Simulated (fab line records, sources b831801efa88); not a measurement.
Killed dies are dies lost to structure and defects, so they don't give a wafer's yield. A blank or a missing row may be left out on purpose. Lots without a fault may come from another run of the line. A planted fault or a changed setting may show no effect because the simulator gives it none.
Problem report in the 8D (eight disciplines) form, filled by code | flow gf180mcu | the parts of the form that need people (team, actions taken, sign-off) are left out

1. THE PROBLEM
chamber_pressure_Torr at GF_V4_CVD_23 reads a mean of 38.44 Torr on 6 wafers of 3 lots; wafers without a fault read 40.00 Torr with a standard deviation of 0.086. That is -18 standard deviations from the usual mean.
The step: deposits W, target thk 350 nm, time 104.9 s.
First seen on wafer L540.1, day 25 16:46, on cvd_w-02. The record holds 39 wafers of 13 lots with a number at this step. Rule for "out", or "out of limits": more than 4 standard deviations from the usual mean. The other wafers with a number count as sound.

2. WHAT IT IS AND WHAT IT IS NOT
question                    | is                                             | is not
which readings at this step | chamber_pressure_Torr                          | heater_power_w
which lots                  | L540, L542, L543                               | L537, L538, L550, L551, L552, L554, L555, L556, L558, L560
which wafers of those lots  | L540.1, L542.2, L542.4, L542.6, L543.2, L543.5 | L540.3, L540.5, L543.6
read on which tools         | cvd_w-02                                       | cvd_w-01
when                        | from day 25 16:46                              | up to then (8 sound wafers); but 25 sound wafers of L543, L550, L551, L552, L554, L555, L556, L558, L560 came after

3. SUSPECTS, AND WHAT RULES EACH OUT
Counting: a tool at a process step up to the reading stays a suspect if it ran every lot that is out. Sound lots after the first of them don't rule it out here, since some wafers of a struck lot are sound.
- cvd_w-02 at GF_V4_CVD_23 (deposits W, target thk 350 nm, time 104.9 s): kept. It ran every lot that is out, first L540 (day 25 16:46); its last sound lot up to then is L538 (day 24 18:52). Its own readings are out on those wafers: chamber_pressure_Torr.
- Within cvd_w-02 at GF_V4_CVD_23: the wafers that are out ran in chamber 1; their sound lot-mates ran in chamber 0.
Left after counting: cvd_w-02 at GF_V4_CVD_23.

4. THE CAUSE (what the simulator had put in)
Process parameter drift: cvd_w-02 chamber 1, from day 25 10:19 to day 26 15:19, at GF_V4_CVD_23. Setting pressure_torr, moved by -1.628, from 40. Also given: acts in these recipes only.
Counting left only this tool.

5. THE CHAIN OF EFFECTS, in route order
Each row: a reading whose mean over the struck wafers that have a number lies more than 3 standard deviations from the usual. Only readings for which the record gives a usual standard deviation are gone through. hours: the time from each lot's start at the first step in this table that gives one to its start at this step, as a median over the lots. sigmas: the change in usual standard deviations.
hours | step         | reading               | usual      | on struck wafers | change | sigmas
0     | GF_V4_CVD_23 | chamber_pressure_Torr | 40.00 Torr | 38.44            | -1.56  | -18
The process steps in it:
- GF_V4_CVD_23: deposits W, target thk 350 nm, time 104.9 s.
Later measuring or inspecting steps at which every struck wafer that the step has a row for has a number for every such reading, and none has moved that far: GF_MIM_THK_MEAS_06.

6. WHAT WOULD HAVE CAUGHT IT SOONER
In this record the first reading out of limits was taken at day 25 16:46, 6 hours after the fault began at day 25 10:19.
